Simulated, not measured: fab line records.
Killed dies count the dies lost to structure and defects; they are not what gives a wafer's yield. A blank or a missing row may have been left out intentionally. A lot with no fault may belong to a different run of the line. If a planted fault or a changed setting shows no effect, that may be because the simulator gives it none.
Which tool was responsible? + flow sky130 + 42 wafers from 14 lots sampled at 4 of the route's 708 steps

WHAT THE GAUGES SHOWED, per wafer
SKY_RES_PROTECT_TW_MEAS_08.
| lot  | measured     | on            | POLY_GATE_TW   |
|------|--------------|---------------|----------------|
| L745 | day 15 00:53 | film metro-03 | 4099 4095 4117 |
| L747 | day 15 14:56 | film metro-03 | 4106 4101 4108 |
| L749 | day 16 10:50 | film metro-02 | 4045 4022 4036 |
| L748 | day 16 11:08 | film metro-01 | 3946 3962 3958 |
| L750 | day 17 06:41 | film metro-02 | 4017 4003 3995 |
| L751 | day 17 16:14 | film metro-02 | 3998 3997 3982 |
| L752 | day 18 07:01 | film metro-02 | 4029 4029 4038 |
| L755 | day 19 01:49 | film metro-02 | 4045 4033 4021 |
| L758 | day 20 06:32 | film metro-02 | 4021 3995 4014 |
| L759 | day 20 22:14 | film metro-03 | 4092 4100 4108 |
| L761 | day 21 06:56 | film metro-02 | 4023 4037 4023 |
| L766 | day 22 18:44 | film metro-02 | 4011 3990 4005 |
| L765 | day 23 01:07 | film metro-01 | 3916 3935 3943 |
| L768 | day 23 09:00 | film metro-03 | 4080 4082 4069 |

SKY_LDD_HVN_OVL_MEAS_07.
| lot  | measured     | on         | LDD_HVN_OVL (nm) |
|------|--------------|------------|------------------|
| L745 | day 20 08:59 | overlay-02 | -1.1 -2.4 -1.5   |
| L747 | day 21 01:17 | overlay-01 | -1.5 -1.1 -2.1   |
| L749 | day 21 21:08 | overlay-01 | 0.5 -2.2 -2.5    |
| L748 | day 21 20:07 | overlay-01 | 0.0 -1.1 1.4     |
| L750 | day 22 13:44 | overlay-01 | -1.7 -2.3 -2.6   |
| L751 | day 22 23:41 | overlay-02 | -0.9 -1.1 0.3    |
| L752 | day 23 14:23 | overlay-02 | 1.6 0.9 1.2      |
| L755 | day 24 07:26 | overlay-02 | -2.6 0.1 -0.7    |
| L758 | day 25 12:07 | overlay-01 | -2.3 -1.2 -2.0   |
| L759 | day 26 03:22 | overlay-02 | -1.7 -1.6 -1.4   |
| L761 | day 26 12:28 | overlay-01 | -0.2 -1.0 0.3    |
| L766 | day 27 20:40 | overlay-01 | -0.8 -1.4 -0.7   |
| L765 | day 28 05:07 | overlay-02 | -2.2 -2.2 -2.1   |
| L768 | day 28 11:12 | overlay-02 | -2.4 -2.4 -2.5   |

SKY_LI_CONTACT_THK_MEAS_01.
| lot  | measured     | on            | LI_CONTACT_HDPCVD_THK (nm) |
|------|--------------|---------------|----------------------------|
| L745 | day 27 21:41 | film metro-04 | 929 954 945                |
| L747 | day 28 18:39 | film metro-01 | 948 935 942                |
| L749 | day 29 10:33 | film metro-02 | 922 929 918                |
| L748 | day 29 08:11 | film metro-04 | 940 928 928                |
| L750 | day 30 00:04 | film metro-02 | 924 912 926                |
| L751 | day 30 07:57 | film metro-02 | 928 923 920                |
| L752 | day 31 00:32 | film metro-01 | 932 916 921                |
| L755 | day 31 15:40 | film metro-01 | 937 942 923                |
| L758 | day 32 18:03 | film metro-02 | 919 938 929                |
| L759 | day 33 09:45 | film metro-02 | 935 917 931                |
| L761 | day 33 14:06 | film metro-01 | 927 940 928                |
| L766 | day 34 20:54 | film metro-01 | 933 925 940                |
| L765 | day 35 04:43 | film metro-01 | 925 934 923                |
| L768 | day 35 10:53 | film metro-04 | 928 925 914                |

TOOL THAT RAN EACH LOT (tool first, then ch and the chambers of the sampled wafers, then the start)
| lot  | SKY_LDD_N_IMPLANT_14            |
|------|---------------------------------|
| L745 | implanter-01 ch 0, day 17 19:47 |
| L747 | implanter-01 ch 0, day 18 10:54 |
| L749 | implanter-04 ch 0, day 19 06:23 |
| L748 | implanter-02 ch 0, day 19 05:51 |
| L750 | implanter-02 ch 0, day 19 23:55 |
| L751 | implanter-02 ch 0, day 20 09:38 |
| L752 | implanter-01 ch 0, day 21 01:22 |
| L755 | implanter-02 ch 0, day 21 19:58 |
| L758 | implanter-02 ch 0, day 23 00:26 |
| L759 | implanter-02 ch 0, day 23 15:56 |
| L761 | implanter-02 ch 0, day 24 01:02 |
| L766 | implanter-01 ch 0, day 25 10:41 |
| L765 | implanter-04 ch 0, day 25 17:59 |
| L768 | implanter-04 ch 0, day 26 02:03 |
- SKY_LDD_N_IMPLANT_14

AS READ BY THE TOOLS THEMSELVES (means over the sampled wafers that have a number; for cases with no such wafer, the mark the record gives instead)
SKY_LDD_N_IMPLANT_14.
| lot  | tool         | beam energy keV | faraday current uA | rotation deg (degrees) |
|------|--------------|-----------------|--------------------|------------------------|
| L745 | implanter-01 | 49.996          | 28.4               | 180.00                 |
| L747 | implanter-01 | 49.998          | 28.2               | 179.98                 |
| L749 | implanter-04 | 49.988          | 28.4               | 180.01                 |
| L748 | implanter-02 | 50.010          | 28.1               | 180.02                 |
| L750 | implanter-02 | 49.987          | 27.9               | 180.01                 |
| L751 | implanter-02 | 50.011          | 28.3               | 180.01                 |
| L752 | implanter-01 | 49.978          | 28.1               | 179.96                 |
| L755 | implanter-02 | 50.014          | 28.1               | 180.03                 |
| L758 | implanter-02 | 52.579          | 28.1               | 179.99                 |
| L759 | implanter-02 | 52.559          | 29.0               | 180.06                 |
| L761 | implanter-02 | 52.590          | 28.0               | 179.99                 |
| L766 | implanter-01 | 50.003          | 27.8               | 179.99                 |
| L765 | implanter-04 | 49.987          | 28.1               | 179.99                 |
| L768 | implanter-04 | 49.976          | 27.9               | 180.00                 |

THE ANSWER, worked out from the rows above alone
Rule: usual is defined by the lots themselves. Put in order of their means at a reading, lots are off if they are a third of the lots or fewer, leave a main group of 4 or more, and stand apart from it by a gap of 3 or more times the standard deviation of the main group's means; of several such gaps the widest counts. A main group whose means are all the same, to the digits that the tables above print for the reading, isn't used. A lot without any number at a reading at which 4 lots or more have one is off too. Any other lot the step has rows for is counted as sound. Order of review: gauges by route order, followed by the tools' own readings, for which a lot's mean as printed above is used. At the first step where some lot is off, the reading lying furthest off is the one used; lots without a number count as furthest.
Off: L758, L759, L761 (SKY_LDD_N_IMPLANT_14, beam energy keV). Mean 49.995 and standard deviation 0.013 in the main group.
A tool fits if, at that step or a process step before it, it ran every lot that is off, and no sound lot after the first of them. One candidate fits, namely implanter-02 at SKY_LDD_N_IMPLANT_14. Its last sound lot is L755 (day 21 19:58), its first lot that is off L758 (day 23 00:26): a fault that began between those two fits.
On the lots that are off, the tool's own readings at SKY_LDD_N_IMPLANT_14 differ by more than 5 times the standard deviation of the sound lots' means, which bears it out; beam energy keV reads 52.576 there versus 49.995 on the sound lots.

WHAT HAD BEEN PUT IN BY THE SIMULATOR
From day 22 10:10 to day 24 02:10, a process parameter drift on implanter-02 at SKY_LDD_N_IMPLANT_14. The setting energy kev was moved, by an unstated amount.
Struck lots among those shown: L758, L759, L761. Same finding as the rule above.
